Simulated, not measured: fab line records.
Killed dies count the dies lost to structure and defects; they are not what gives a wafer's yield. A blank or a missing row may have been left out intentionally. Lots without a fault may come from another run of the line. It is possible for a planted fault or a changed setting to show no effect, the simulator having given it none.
Struck lot and sound lot, side by side -- flow gf180mcu -- 15 out of 602 route steps
Sound: these wafers, L628.1, L628.4, L628.5. Struck: wafer L644.6. The cause comes at the end.
Each step with rows lists, per side, the tool, then ch with its chambers, then its first start. Under that, the readings that differ: sound wafers -- struck wafers -- difference of the means -- sigmas: that difference in standard deviations of wafers without a fault.
alike: readings whose means differ by less than 2 such deviations, and words and numbers that are the same on both sides. not compared: withheld readings, readings that some wafer has no value for, bounds like >300 that may hide the same value, and numbers for which the record gives no deviation and whose values overlap.
Wherever a step has rows on one side only, a row that says differs or no value, or a row with sigmas, the two part there. When numbers do not overlap yet have no deviation, they are printed without sigmas and do not part them. A reading that every wafer of one side lacks parts them only if that side has two wafers or more.

first, 2 steps without rows for these wafers: GF_V5_ETCH_16 (etches BARC in N2/H2); GF_V5_ETCH_17 (etches SiO2 in C4F8/O2/Ar, stops on TiN, target depth 855 nm).
GF_V5_STRIP_18: strips in O2/N2.
  sound on plasmaAsher-02 ch 0,1, day 27 10:28; struck on plasmaAsher-03 ch 1, day 32 06:38
reading,sound,struck,difference,sigmas
drypumpMotorCurrentA (A),5.6 5.6 5.5,6.7,+1.1,+3
platenTempC (C),250.18 250.01 250.05,249.71,-0.37,-2
  alike: heaterPowerW, oesProductAu
  not compared: rfHoursCounterH
then, 2 steps without rows for these wafers: GF_V5_STRIP_19 (strips in post etch residue remover, time 1200 s); GF_V5_CLEAN_20 (cleans in DIW).
GF_V5_SPUTTER_21: material Ti, target thk 15 nm, time 80.02 s.
  struck on pvdSputter-01, day 32 07:08; sound on pvdSputter-04, day 27 11:01
  alike: cathodeDcPowerW, chamberPressurePa, substrateTempC, throttleValvePct
then, 1 step without rows for these wafers: GF_V5_SPUTTER_22 (material TiN, target thk 10 nm, time 40 s).
GF_V5_CVD_23: deposits W, target thk 350 nm, time 104.9 s.
  sound on cvdW-02 ch 0,1, day 27 11:07; struck on cvdW-01 ch 1, day 32 07:17
  alike: chamberPressureTorr, heaterPowerW
  not compared: sinceWetCleanH
GF_V5_RS_MEAS_24: uses a four-point probe to measure.
  struck on filmMetro-02, day 32 07:25; sound on filmMetro-01, day 27 11:14
  alike: V5_W_RS
GF_V5_THK_MEAS_25: measures by xrf.
  struck on filmMetro-02, day 32 07:29; sound on filmMetro-01, day 27 11:21
reading,sound,struck,difference,sigmas
V5_W_THK (nm),344 348 342,356,+11,+2
GF_V5_CMP_26: polishes, stops on SiO2, t overpolish 15 s, target thk 0 nm.
  sound on cmp-01 ch 1,2,3, day 27 11:25; struck on cmp-02 ch 2, day 32 07:42
  alike: edgeZonePressureFrac, motorCurrentA, overpolishRunS, timeToEndpointS
then, 1 step without rows for these wafers: GF_TOP_METAL_SPUTTER_00 (material Ti, target thk 37.5 nm, time 150 s).
GF_TOP_METAL_SPUTTER_01: material TiN, target thk 30 nm, time 25 s.
  struck on pvdSputter-03, day 32 07:55; sound on pvdSputter-04, day 27 11:49
reading,sound,struck,difference,sigmas
throttleValvePct (%),29.8 29.4 29.3,32.0,+2.5,+2
model.TiN_of_TOP_METAL_SPUTTER_01.thkNm (nm),30.46 30.31 30.09,58.59,+28.30,
  alike: cathodeDcPowerW, chamberPressurePa
GF_TOP_METAL_SPUTTER_02: material AlCu, target thk 900 nm, time 47.82 s.
  struck on pvdSputter-03, day 32 07:58; sound on pvdSputter-04, day 27 11:51
reading,sound,struck,difference,sigmas
throttleValvePct (%),29.6 29.6 29.4,32.0,+2.5,+2
  alike: cathodeDcPowerW, chamberPressurePa, substrateTempC
GF_PASSIVATION_PROBE_99:
  rows exist in the record for the sound wafers here (prober-01, day 29 09:37), none for the struck ones

## WHERE THEY PART
Earliest at GF_V5_STRIP_18; latest, in this record, at GF_PASSIVATION_PROBE_99.

WHY: whatever the simulator had introduced
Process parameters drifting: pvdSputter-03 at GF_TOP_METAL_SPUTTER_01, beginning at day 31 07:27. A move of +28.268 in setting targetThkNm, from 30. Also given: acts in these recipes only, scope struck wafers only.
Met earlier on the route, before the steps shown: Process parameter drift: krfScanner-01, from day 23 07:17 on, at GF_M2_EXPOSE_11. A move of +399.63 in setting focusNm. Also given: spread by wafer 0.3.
